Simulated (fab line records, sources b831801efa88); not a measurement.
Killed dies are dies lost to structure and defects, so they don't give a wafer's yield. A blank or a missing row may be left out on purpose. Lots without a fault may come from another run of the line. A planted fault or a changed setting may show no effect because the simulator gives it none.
Chamber matching | flow gf180mcu | GF_V4_CMP_26 on cmp-01: 4 sister chambers
The step polishes, stops on SiO2, t overpolish 15 s, target thk 0 nm. 4 wafers are shown with their chamber, then 9 later ones without.

WAFERS WITH THEIR CHAMBER
wafer  | chamber | motor_current_A (A)
L858.1 | 3       | 12.5
L866.6 | 2       | 10.7
L868.2 | 0       | 11.8
L868.6 | 1       | 10.3

WAFERS WITHOUT THEIR CHAMBER
wafer  | motor_current_A (A)
L870.3 | 9.9
L870.5 | 12.5
L870.6 | 11.3
L878.1 | 11.3
L878.2 | 10.2
L878.3 | 12.1
L879.1 | 11.4
L879.3 | 11.4
L879.5 | 11.5

WHICH CHAMBER EACH WENT THROUGH
wafer  | from the rows above               | in truth
L870.3 | can't be placed: 1 or 2           | 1
L870.5 | can't be placed: 3 or 0           | 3
L870.6 | can't be placed: 0 or 2 or 1 or 3 | 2
L878.1 | can't be placed: 0 or 2 or 1 or 3 | 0
L878.2 | can't be placed: 1 or 2           | 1
L878.3 | can't be placed: 0 or 3           | 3
L879.1 | can't be placed: 0 or 2 or 1 or 3 | 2
L879.3 | can't be placed: 0 or 2 or 1 or 3 | 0
L879.5 | can't be placed: 0 or 2 or 3      | 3
Placed correctly: 0 of 9. Can't be placed from these rows: 9 (the true chamber is among the candidates in 9). Placed wrongly: 0.
How it was worked out, from the rows above alone: a wafer's distance from a chamber is the root of the sum, over the readings, of the square of ((its reading less the chamber's mean) divided by the reading's scatter). The wafer belongs to the nearest chamber; if the next one is less than 2 further off, it can't be placed. A chamber's mean is the mean of its shown wafers. The scatter: with one shown wafer a chamber, the root of the mean of the squares of how far each hidden wafer lies from its nearest shown one.
